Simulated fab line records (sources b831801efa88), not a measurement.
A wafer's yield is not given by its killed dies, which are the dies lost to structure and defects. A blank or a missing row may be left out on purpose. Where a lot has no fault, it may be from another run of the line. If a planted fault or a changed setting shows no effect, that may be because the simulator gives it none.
fab line records -- flow gf180mcu
[record] lots = 13, wafers = 36, lastDay = 34
route steps=602 shown M3@423 V3@451 V4@477 PASSIVATION@589
lots untouched by any fault: they come from a run of this same line in which no faults occurred
startH: the number of hours between the record's first day and the start of the first shown wafer of the lot -- waitH: hours since the lot's step before -- " unchanged from the row above -- L1.1+2: several wafers, shown together as one row -- - no value, or no start given -- * or withheld: withheld -- < > ~ a bound
route shown NAME@n: a module of which the file shows steps, and the number in the route of the first -- usual: the fault-free wafers' mean and standard deviation -- same: alike in all rows -- chamber/n: place in a boat -- sites: each site's reading -- _std_site: how widely they spread, as a standard deviation -- _edge_site: inner sites' mean taken away from outer sites' mean -- radiusMm: for every site, how far away it sits from the centre of the wafer -- mask NAME#n: copy n -- behind: the tool/chamber that last shaped the wafer -- hold: why the lot went on hold/how many hours it stayed there/how the hold came to an end -- device: the n, p or np transistor that did not switch -- end of line: at the end of the route, the tests of the same wafers -- a step given without rows: its recipe and nothing more -- killed: count of dies lost to structure and defects at first sort (not the wafer's yield) -- map: the dies of a wafer, with x for killed, . for not killed, _ for no die there
set.NAME: the setting as run; set.NAME@STEP: as run at that earlier step -- model.NAME: the simulator's own value behind a step, which no gauge read
route steps across a sampled set of lots; one table per step, one row per wafer
services: the hour from which a tool's chamber was out of use, counted from the record's first day as startH (under 0 if before that day), plus the number of hours and why
[[steps]]
[step GF_M3_CD_MEAS_14]
[recipe] targetCdNm = 280
[usual] cdNm = 279.9/1.3
lot.wafer,tool,chamber,startH,waitH,cdNm
L547.4,cdSem-02,-,481.89,0.1,281.9
L547.5,cdSem-02,-,481.89,0.1,281.8
L547.6,cdSem-02,-,481.89,0.1,282.3
L548.1,cdSem-01,-,490.42,0.1,277.5
L548.2,cdSem-01,-,490.42,0.1,278.8
L548.4,cdSem-01,-,490.42,0.1,279.5
L549.2,cdSem-02,-,500.24,0.1,280.2
L549.3,cdSem-02,-,500.24,0.1,280.2
L549.6,cdSem-02,-,500.24,0.1,280.6
L551.5,cdSem-02,-,514.55,0.1,280.7
L551.6,cdSem-02,-,514.55,0.1,281.5
L552.2,cdSem-02,-,525.30,0.1,279.6
L552.3,cdSem-02,-,525.30,0.1,277.5
L552.4,cdSem-02,-,525.30,0.1,279.7
L555.1,cdSem-02,-,561.41,0.1,278.0
L555.4,cdSem-02,-,561.41,0.1,278.6
L555.5,cdSem-02,-,561.41,0.1,279.2
L556.1,cdSem-02,-,572.57,0.1,281.2
L556.3,cdSem-02,-,572.57,0.1,281.8
L556.6,cdSem-02,-,572.57,0.1,281.4
L557.2,cdSem-01,-,593.73,0.1,278.4
L557.4,cdSem-01,-,593.73,0.1,280.8
L557.5,cdSem-01,-,593.73,0.1,279.8
L562.2,cdSem-01,-,622.03,0.1,281.4
L562.3,cdSem-01,-,622.03,0.1,281.8
L566.1,cdSem-01,-,642.52,0.1,279.1
L566.2,cdSem-01,-,642.52,0.1,279.5
L566.4,cdSem-01,-,642.52,0.1,278.2
L567.1,cdSem-02,-,645.81,0.1,281.4
L567.2,cdSem-02,-,645.81,0.1,280.6
L567.3,cdSem-02,-,645.81,0.1,281.4
L568.1,cdSem-01,-,654.52,0.1,279.4
L568.3,cdSem-01,-,654.52,0.1,278.9
L568.5,cdSem-01,-,654.52,0.1,279.1
L569.2,cdSem-02,-,659.40,0.1,279.0
L569.4,cdSem-02,-,659.40,0.1,279.4
[step GF_V3_SPUTTER_22]
[recipe] material = TiN, targetThkNm = 10, chamberPressurePa = 5, powerW = 4000, timeS = 40
[usual] throttleValvePct = 29.9/0.95
lot.wafer,tool,chamber,startH,waitH,throttleValvePct
L547.4,pvdSputter-02,-,507.29,0.0,31.4
L547.5,pvdSputter-02,-,507.29,0.0,30.2
L547.6,pvdSputter-02,-,507.29,0.0,31.2
L548.1,pvdSputter-02,-,516.07,0.0,29.8
L548.2,pvdSputter-02,-,516.07,0.0,28.1
L548.4,pvdSputter-02,-,516.07,0.0,31.1
L549.2,pvdSputter-03,-,525.12,0.0,32.6
L549.3,pvdSputter-03,-,525.12,0.0,28.2
L549.6,pvdSputter-03,-,525.12,0.0,29.6
L551.5,pvdSputter-04,-,539.46,0.0,29.9
L551.6,pvdSputter-04,-,539.46,0.0,29.7
L552.2,pvdSputter-04,-,550.79,0.0,29.6
L552.3,pvdSputter-04,-,550.79,0.0,29.8
L552.4,pvdSputter-04,-,550.79,0.0,30.3
L555.1,pvdSputter-04,-,585.64,0.0,30.3
L555.4,pvdSputter-04,-,585.64,0.0,29.7
L555.5,pvdSputter-04,-,585.64,0.0,29.6
L556.1,pvdSputter-02,-,596.71,0.0,28.2
L556.3,pvdSputter-02,-,596.71,0.0,30.1
L556.6,pvdSputter-02,-,596.71,0.0,28.3
L557.2,pvdSputter-04,-,617.50,0.0,30.2
L557.4,pvdSputter-04,-,617.50,0.0,29.4
L557.5,pvdSputter-04,-,617.50,0.0,29.9
L562.2,pvdSputter-04,-,644.22,0.0,29.7
L562.3,pvdSputter-04,-,644.22,0.0,29.5
L566.1,pvdSputter-04,-,664.54,0.0,29.8
L566.2,pvdSputter-04,-,664.54,0.0,29.6
L566.4,pvdSputter-04,-,664.54,0.0,29.6
L567.1,pvdSputter-03,-,668.31,0.0,29.7
L567.2,pvdSputter-03,-,668.31,0.0,28.2
L567.3,pvdSputter-03,-,668.31,0.0,32.3
L568.1,pvdSputter-03,-,676.36,0.0,32.1
L568.3,pvdSputter-03,-,676.36,0.0,29.6
L568.5,pvdSputter-03,-,676.36,0.0,28.1
L569.2,pvdSputter-02,-,681.67,0.0,30.2
L569.4,pvdSputter-02,-,681.67,0.0,30.0
[step GF_V4_THK_MEAS_01]
[recipe] reads = SiO2_of_V4_CVD_00
[usual] V4_CVD_00_THK = 597/5.9
lot.wafer,tool,chamber,startH,waitH,V4_CVD_00_THK[nm]
L547.4,filmMetro-03,-,532.54,0.0,601
L547.5,filmMetro-03,-,532.54,0.0,593
L547.6,filmMetro-03,-,532.54,0.0,617
L548.1,filmMetro-03,-,541.01,0.0,593
L548.2,filmMetro-03,-,541.01,0.0,603
L548.4,filmMetro-03,-,541.01,0.0,599
L549.2,filmMetro-03,-,549.19,0.0,612
L549.3,filmMetro-03,-,549.19,0.0,590
L549.6,filmMetro-03,-,549.19,0.0,595
L551.5,filmMetro-03,-,562.49,0.0,592
L551.6,filmMetro-03,-,562.49,0.0,587
L552.2,filmMetro-01,-,574.01,0.0,594
L552.3,filmMetro-01,-,574.01,0.0,606
L552.4,filmMetro-01,-,574.01,0.0,614
L555.1,filmMetro-04,-,608.45,0.0,598
L555.4,filmMetro-04,-,608.45,0.0,595
L555.5,filmMetro-04,-,608.45,0.0,596
L556.1,filmMetro-01,-,619.10,0.0,586
L556.3,filmMetro-01,-,619.10,0.0,596
L556.6,filmMetro-01,-,619.10,0.0,588
L557.2,filmMetro-04,-,639.72,0.0,592
L557.4,filmMetro-04,-,639.72,0.0,586
L557.5,filmMetro-04,-,639.72,0.0,600
L562.2,filmMetro-04,-,665.42,0.0,600
L562.3,filmMetro-04,-,665.42,0.0,598
L566.1,filmMetro-01,-,684.85,0.0,597
L566.2,filmMetro-01,-,684.85,0.0,594
L566.4,filmMetro-01,-,684.85,0.0,596
L567.1,filmMetro-03,-,688.81,0.0,592
L567.2,filmMetro-03,-,688.81,0.0,597
L567.3,filmMetro-03,-,688.81,0.0,599
L568.1,filmMetro-03,-,697.39,0.0,595
L568.3,filmMetro-03,-,697.39,0.0,594
L568.5,filmMetro-03,-,697.39,0.0,605
L569.2,filmMetro-03,-,701.51,0.0,593
L569.4,filmMetro-03,-,701.51,0.0,591
[step GF_PASSIVATION_CVD_02]
[recipe] material = Si3N4, targetThkNm = 700, timeS = 486.18, tempC = 400, rfW = 450
[usual] heaterPowerW = 756/97, susceptorTempC = 400.02/0.19
lot.wafer,tool,chamber,startH,waitH,heaterPowerW,sinceWetCleanH,susceptorTempC
L547.4,pecvd-02,0,645.87,0.2,706,-,400.31
L547.5,pecvd-02,1,645.87,0.2,703,-,400.05
L547.6,pecvd-02,2,645.87,0.2,689,-,399.74
L548.1,pecvd-02,0,653.55,0.1,679,271,400.32
L548.2,pecvd-02,2,653.55,0.1,697,271,400.07
L548.4,pecvd-02,2,653.55,0.1,703,-,400.05
L549.2,pecvd-03,2,660.46,0.0,916,55,400.24
L549.3,pecvd-03,0,660.46,0.0,813,55,400.25
L549.6,pecvd-03,1,660.46,0.0,759,-,400.14
L551.5,pecvd-01,0,671.27,0.3,773,-,400.32
L551.6,pecvd-01,2,671.27,0.3,845,-,400.11
L552.2,pecvd-03,0,683.63,0.0,764,79,400.26
L552.3,pecvd-03,1,683.63,0.0,733,79,399.89
L552.4,pecvd-03,1,683.63,0.0,760,-,400.11
L555.1,pecvd-03,1,711.97,0.1,671,107,400.07
L555.4,pecvd-03,2,711.97,0.1,828,-,400.37
L555.5,pecvd-03,1,711.97,0.1,742,-,400.14
L556.1,pecvd-02,0,722.42,0.1,673,340,400.13
L556.3,pecvd-02,2,722.42,0.1,725,340,399.80
L556.6,pecvd-02,0,722.42,0.1,691,-,399.94
L557.2,pecvd-01,1,739.81,0.0,675,774,400.07
L557.4,pecvd-01,1,739.81,0.0,739,-,400.12
L557.5,pecvd-01,2,739.81,0.0,816,-,400.13
L562.2,pecvd-03,1,761.70,0.0,766,157,399.90
L562.3,pecvd-03,0,761.70,0.0,709,157,400.19
L566.1,pecvd-01,1,778.80,0.1,674,812,399.99
L566.2,pecvd-01,2,778.80,0.1,838,812,400.18
L566.4,pecvd-01,2,778.80,0.1,860,-,399.99
L567.1,pecvd-01,1,783.19,0.1,766,817,400.07
L567.2,pecvd-01,2,783.19,0.1,848,817,399.97
L567.3,pecvd-01,0,783.19,0.1,753,817,400.24
L568.1,pecvd-02,0,789.39,0.1,679,407,400.18
L568.3,pecvd-02,1,789.39,0.1,837,407,399.85
L568.5,pecvd-02,1,789.39,0.1,674,-,400.12
L569.2,pecvd-02,0,794.08,0.0,604,411,400.01
L569.4,pecvd-02,1,794.08,0.0,810,-,400.06
[step GF_PASSIVATION_THK_MEAS_03]
[recipe] reads = Si3N4_of_PASSIVATION_CVD_02
[usual] PASSIVATION_CVD_02_THK = 698/11
lot.wafer,tool,chamber,startH,waitH,PASSIVATION_CVD_02_THK[nm]
L547.4,filmMetro-03,-,646.04,0.0,701
L547.5,filmMetro-03,-,646.04,0.0,706
L547.6,filmMetro-03,-,646.04,0.0,699
L548.1,filmMetro-04,-,653.83,0.1,691
L548.2,filmMetro-04,-,653.83,0.1,703
L548.4,filmMetro-04,-,653.83,0.1,712
L549.2,filmMetro-01,-,660.76,0.2,697
L549.3,filmMetro-01,-,660.76,0.2,708
L549.6,filmMetro-01,-,660.76,0.2,713
L551.5,filmMetro-04,-,671.45,0.0,701
L551.6,filmMetro-04,-,671.45,0.0,715
L552.2,filmMetro-01,-,683.92,0.2,706
L552.3,filmMetro-01,-,683.92,0.2,715
L552.4,filmMetro-01,-,683.92,0.2,721
L555.1,filmMetro-03,-,712.25,0.1,704
L555.4,filmMetro-03,-,712.25,0.1,712
L555.5,filmMetro-03,-,712.25,0.1,710
L556.1,filmMetro-01,-,722.71,0.1,686
L556.3,filmMetro-01,-,722.71,0.1,687
L556.6,filmMetro-01,-,722.71,0.1,701
L557.2,filmMetro-03,-,740.11,0.2,677
L557.4,filmMetro-03,-,740.11,0.2,688
L557.5,filmMetro-03,-,740.11,0.2,697
L562.2,filmMetro-03,-,762.00,0.2,696
L562.3,filmMetro-03,-,762.00,0.2,300
L566.1,filmMetro-01,-,779.09,0.1,677
L566.2,filmMetro-01,-,779.09,0.1,687
L566.4,filmMetro-01,-,779.09,0.1,700
L567.1,filmMetro-03,-,783.48,0.1,679
L567.2,filmMetro-03,-,783.48,0.1,685
L567.3,filmMetro-03,-,783.48,0.1,686
L568.1,filmMetro-01,-,789.68,0.1,683
L568.3,filmMetro-01,-,789.68,0.1,689
L568.5,filmMetro-01,-,789.68,0.1,691
L569.2,filmMetro-01,-,794.37,0.2,684
L569.4,filmMetro-01,-,794.37,0.2,704
[[services]]
tool,chamber,startH,hours,kind
pecvd-03,1,509.64,18.4,repair
pecvd-03,2,534.54,8.6,repair
pecvd-02,-,548.78,1.0,repair
pecvd-01,-,562.65,0.7,repair
pvdSputter-04,-,573.87,4.4,repair
pvdSputter-03,-,580.04,2.1,repair
pecvd-02,2,586.55,7.4,repair
pecvd-03,-,591.12,14.0,pm
pecvd-03,0,591.12,14.0,ventCycle
pvdSputter-03,-,603.77,6.6,repair
pecvd-02,-,628.56,4.3,pm
pecvd-03,2,635.09,6.4,repair
pecvd-01,1,655.66,15.9,repair
pecvd-03,-,668.91,1.7,repair
pecvd-01,-,676.55,1.0,repair
pecvd-01,2,699.70,16.9,repair
pvdSputter-03,-,702.86,1.3,repair
pvdSputter-04,0,705.20,-,consumableReplace:kit
pvdSputter-04,0,705.20,18.0,scheduledDown
pvdSputter-04,0,705.20,18.0,ventCycle
pecvd-03,-,706.29,0.5,repair
pvdSputter-03,-,738.22,5.3,repair
pvdSputter-03,-,758.55,3.2,repair
pecvd-01,0,793.52,4.0,repair
[[key]]
[firstSign] step = GF_PASSIVATION_THK_MEAS_03, reading = PASSIVATION_CVD_02_THK, direction = down, sigmas = 37, usual = 698, struck = 300
effect none on later readings
metAt GF_PASSIVATION_CVD_02
struckLots L562
struckWafers L562.3
notActingAt GF_M3_CD_MEAS_14,GF_V3_SPUTTER_22,GF_V4_THK_MEAS_01
onsetBetween 711.97 761.70
[fault] kind = processParameterDrift, tool = pecvd-03, chamber = -, onsetH = 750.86, steps = GF_PASSIVATION_CVD_02, channel = targetThkNm, offset = -398.29, shape = step, endH = 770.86, scope = struckWafersOnly, actsIn = theseRecipesOnly, stated = 700
